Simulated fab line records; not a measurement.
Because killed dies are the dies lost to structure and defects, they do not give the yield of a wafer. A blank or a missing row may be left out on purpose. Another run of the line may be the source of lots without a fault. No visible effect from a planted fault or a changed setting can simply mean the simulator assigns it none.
Which of the tools did it?	flow gf180mcu	6 lots, 18 wafers sampled, at 3 steps of a route of 602

WHAT THE GAUGES READ, wafer by wafer
GF_V2_THK_MEAS_03.
lot	measured	on	V2_CVD_02_THK (nm)
L654	day 20 02:46	filmMetro-02	846 843 856
L660	day 22 10:47	filmMetro-02	845 854 853
L664	day 23 16:16	filmMetro-03	846 859 857
L670	day 25 15:31	filmMetro-04	693 689 697
L673	day 26 16:04	filmMetro-02	854 876 866
L675	day 27 08:43	filmMetro-03	844 840 855

WHICH TOOL RAN EACH LOT (tool, then ch and the chambers of the sampled wafers, then the start)
lot	GF_HV_LDD_STRIP_10	GF_V2_CVD_02
L654	plasmaAsher-03 ch 0,1, day 10 17:25	pecvd-01 ch 0,1,2, day 20 02:41
L660	plasmaAsher-03 ch 0,1, day 12 15:14	pecvd-04 ch 0,1, day 22 10:42
L664	plasmaAsher-03 ch 0,1, day 13 15:46	pecvd-02 ch 0,1, day 23 16:11
L670	plasmaAsher-01 ch 0,1, day 15 13:38	pecvd-02 ch 0,1,2, day 25 15:26
L673	plasmaAsher-03 ch 0,1, day 16 14:30	pecvd-01 ch 1,2, day 26 15:59
L675	plasmaAsher-01 ch 0,1, day 17 07:52	pecvd-01 ch 0,1, day 27 08:38
- GF_HV_LDD_STRIP_10: strips in O2/N2.
- GF_V2_CVD_02: deposits SiO2 from TEOS, target thk 850 nm, time 94.851 s.

THE ANSWER, worked out from the rows above alone
Rule: usual is defined by the lots themselves. Put in order of their means at a reading, lots are off if they are a third of the lots or fewer, leave a main group of 4 or more, and stand apart from it by a gap of 3 or more times the standard deviation of the main group's means; of several such gaps the widest counts. The tables above print the reading to a certain number of digits; a main group whose means all agree to those digits is not used. Also off: a lot with no number at a reading for which 4 or more lots have one. All remaining lots with rows at the step are treated as sound.
Off: L670, at GF_V2_THK_MEAS_03 (V2_CVD_02_THK). Mean 853 nm and standard deviation 6.7 in the main group.
A tool fits if, at a process step before that reading, it ran every lot that is off, and no sound lot after the first of them. Gauges at GF_V2_THK_MEAS_03: tried the same way as those tools. This does not decide it: 2 tools fit, namely pecvd-02 at GF_V2_CVD_02 and filmMetro-04 at GF_V2_THK_MEAS_03.

WHAT THE SIMULATOR HAD PUT IN
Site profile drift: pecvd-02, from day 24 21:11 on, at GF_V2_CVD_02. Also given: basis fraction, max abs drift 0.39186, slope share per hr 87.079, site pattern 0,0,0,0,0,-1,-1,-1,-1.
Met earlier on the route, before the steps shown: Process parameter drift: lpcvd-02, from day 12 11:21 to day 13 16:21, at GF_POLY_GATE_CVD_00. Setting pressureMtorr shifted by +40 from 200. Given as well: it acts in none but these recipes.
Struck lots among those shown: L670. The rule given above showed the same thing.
